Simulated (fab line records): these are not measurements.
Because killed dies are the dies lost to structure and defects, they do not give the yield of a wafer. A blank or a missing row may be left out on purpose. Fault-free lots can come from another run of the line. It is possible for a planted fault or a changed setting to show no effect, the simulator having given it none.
What tool caused it? || flow sfq_line || 21 wafers from 7 lots sampled at 2 of the route's 325 steps

## WHAT EACH GAUGE READ, for each wafer
SFQ_M2_RS_MEAS_914: uses a four-point probe to measure.
{"lot": "L664", "measured": "day 18 04:14", "on": "film_metro-01", "M2_NB_RS (ohm/sq)": "0.892 0.901 0.889"}
{"lot": "L667", "measured": "day 19 03:50", "on": "film_metro-01", "M2_NB_RS (ohm/sq)": "0.882 0.884 0.894"}
{"lot": "L670", "measured": "day 19 21:47", "on": "film_metro-03", "M2_NB_RS (ohm/sq)": "0.895 0.895 0.895"}
{"lot": "L672", "measured": "day 20 20:34", "on": "film_metro-01", "M2_NB_RS (ohm/sq)": "0.902 0.901 0.900"}
{"lot": "L676", "measured": "day 22 12:41", "on": "film_metro-03", "M2_NB_RS (ohm/sq)": "0.901 0.894 0.892"}
{"lot": "L681", "measured": "day 25 05:30", "on": "film_metro-01", "M2_NB_RS (ohm/sq)": "1.218 0.898 0.897"}
{"lot": "L684", "measured": "day 26 06:26", "on": "film_metro-03", "M2_NB_RS (ohm/sq)": "0.919 0.897 0.914"}

## TOOL THAT RAN EACH LOT (tool first, then ch and the chambers of the sampled wafers, then the start)
{"lot": "L664", "SFQ_TRILAYER_M2_DEP_SPUTTER_055": "pvd_sputter-06, day 18 04:09"}
{"lot": "L667", "SFQ_TRILAYER_M2_DEP_SPUTTER_055": "pvd_sputter-04, day 19 03:43"}
{"lot": "L670", "SFQ_TRILAYER_M2_DEP_SPUTTER_055": "pvd_sputter-04, day 19 21:41"}
{"lot": "L672", "SFQ_TRILAYER_M2_DEP_SPUTTER_055": "pvd_sputter-06, day 20 20:29"}
{"lot": "L676", "SFQ_TRILAYER_M2_DEP_SPUTTER_055": "pvd_sputter-04, day 22 12:34"}
{"lot": "L681", "SFQ_TRILAYER_M2_DEP_SPUTTER_055": "pvd_sputter-06, day 25 05:23"}
{"lot": "L684", "SFQ_TRILAYER_M2_DEP_SPUTTER_055": "pvd_sputter-04, day 26 06:19"}
- SFQ_TRILAYER_M2_DEP_SPUTTER_055: material Nb, target thk 200 nm, time 133.3 s.

## THE ANSWER, worked out from the rows above alone
Rule: the lots themselves supply what counts as usual. Put in order of their means at a reading, lots are off if they are a third of the lots or fewer, leave a main group of 4 or more, and stand apart from it by a gap of 3 or more times the standard deviation of the main group's means; of several such gaps the widest counts. If all means in a main group match to the digits the tables above print for the reading, that group is not used. Also off: a lot with no number at a reading for which 4 or more lots have one. Any other lot the step has rows for is counted as sound.
Off: L681, at SFQ_M2_RS_MEAS_914 (M2_NB_RS). For the main group the mean is 0.897 ohm/sq and the standard deviation 0.0071.
A tool fits if, at a process step before that reading, it ran every lot that is off, and no sound lot after the first of them. Gauges at SFQ_M2_RS_MEAS_914: tried the same way as those tools. 2 tools fit, pvd_sputter-06 at SFQ_TRILAYER_M2_DEP_SPUTTER_055 and film_metro-01 at SFQ_M2_RS_MEAS_914, so this cannot tell which one it is.

## WHAT THE SIMULATOR PUT IN
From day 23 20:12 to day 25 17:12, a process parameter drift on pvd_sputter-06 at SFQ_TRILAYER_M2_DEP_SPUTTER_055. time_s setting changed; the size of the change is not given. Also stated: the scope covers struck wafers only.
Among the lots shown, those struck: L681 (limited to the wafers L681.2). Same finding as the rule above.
